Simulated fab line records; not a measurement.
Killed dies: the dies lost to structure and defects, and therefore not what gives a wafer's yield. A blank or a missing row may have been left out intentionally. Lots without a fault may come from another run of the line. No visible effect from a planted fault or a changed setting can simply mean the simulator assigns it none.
Which tool was responsible? / flow sky130 / Sampling: 6 lots, 18 wafers, 2 of 708 route steps

WHAT EACH GAUGE READ, for each wafer
SKY_SONOS_ONO_THK_MEAS_05.
lot=L761; measured=day 12 08:13; on=film metro-02; SONOS_ONO_CVD_04_THK (nm)=5.70 5.70 5.67
lot=L765; measured=day 13 20:55; on=film metro-02; SONOS_ONO_CVD_04_THK (nm)=5.65 5.80 5.75
lot=L767; measured=day 14 15:48; on=film metro-01; SONOS_ONO_CVD_04_THK (nm)=5.86 5.86 5.89
lot=L770; measured=day 15 16:14; on=film metro-03; SONOS_ONO_CVD_04_THK (nm)=5.73 5.73 5.66
lot=L773; measured=day 16 12:11; on=film metro-03; SONOS_ONO_CVD_04_THK (nm)=6.65 6.54 6.70
lot=L781; measured=day 19 09:41; on=film metro-03; SONOS_ONO_CVD_04_THK (nm)=5.86 5.74 5.81

TOOL THAT RAN EACH LOT (tool first, then ch and the chambers of the sampled wafers, then the start)
lot=L761; SKY_SONOS_ONO_CVD_04=lpcvd-03 ch 0, day 12 06:56
lot=L765; SKY_SONOS_ONO_CVD_04=lpcvd-03 ch 1, day 13 19:40
lot=L767; SKY_SONOS_ONO_CVD_04=lpcvd-03 ch 1, day 14 13:55
lot=L770; SKY_SONOS_ONO_CVD_04=lpcvd-03 ch 0, day 15 14:58
lot=L773; SKY_SONOS_ONO_CVD_04=lpcvd-03 ch 0, day 16 10:56
lot=L781; SKY_SONOS_ONO_CVD_04=lpcvd-03 ch 1, day 19 08:26
- SKY_SONOS_ONO_CVD_04: deposits SiO2 from SiH4/N2O, target thk 5.7199 nm.

THE ANSWER, worked out from the rows above alone
Rule: what is usual is taken from the lots themselves. Put in order of their means at a reading, lots are off if they are a third of the lots or fewer, leave a main group of 4 or more, and stand apart from it by a gap of 3 or more times the standard deviation of the main group's means; of several such gaps the widest counts. Not used: any main group whose means are identical at the precision the tables above print for the reading. A lot without any number at a reading at which 4 lots or more have one is off too. The other lots that the step has rows for count as sound.
Off: at SKY_SONOS_ONO_THK_MEAS_05 (SONOS_ONO_CVD_04_THK), L773. The main group has a mean of 5.76 nm with a standard deviation of 0.067.
If a tool, at a process step before that reading, ran all the lots that are off and no sound lot after the first of them, it fits. Gauges at SKY_SONOS_ONO_THK_MEAS_05: tried the same way as those tools. Of those tried, none fits.

WHAT THE SIMULATOR HAD INSERTED
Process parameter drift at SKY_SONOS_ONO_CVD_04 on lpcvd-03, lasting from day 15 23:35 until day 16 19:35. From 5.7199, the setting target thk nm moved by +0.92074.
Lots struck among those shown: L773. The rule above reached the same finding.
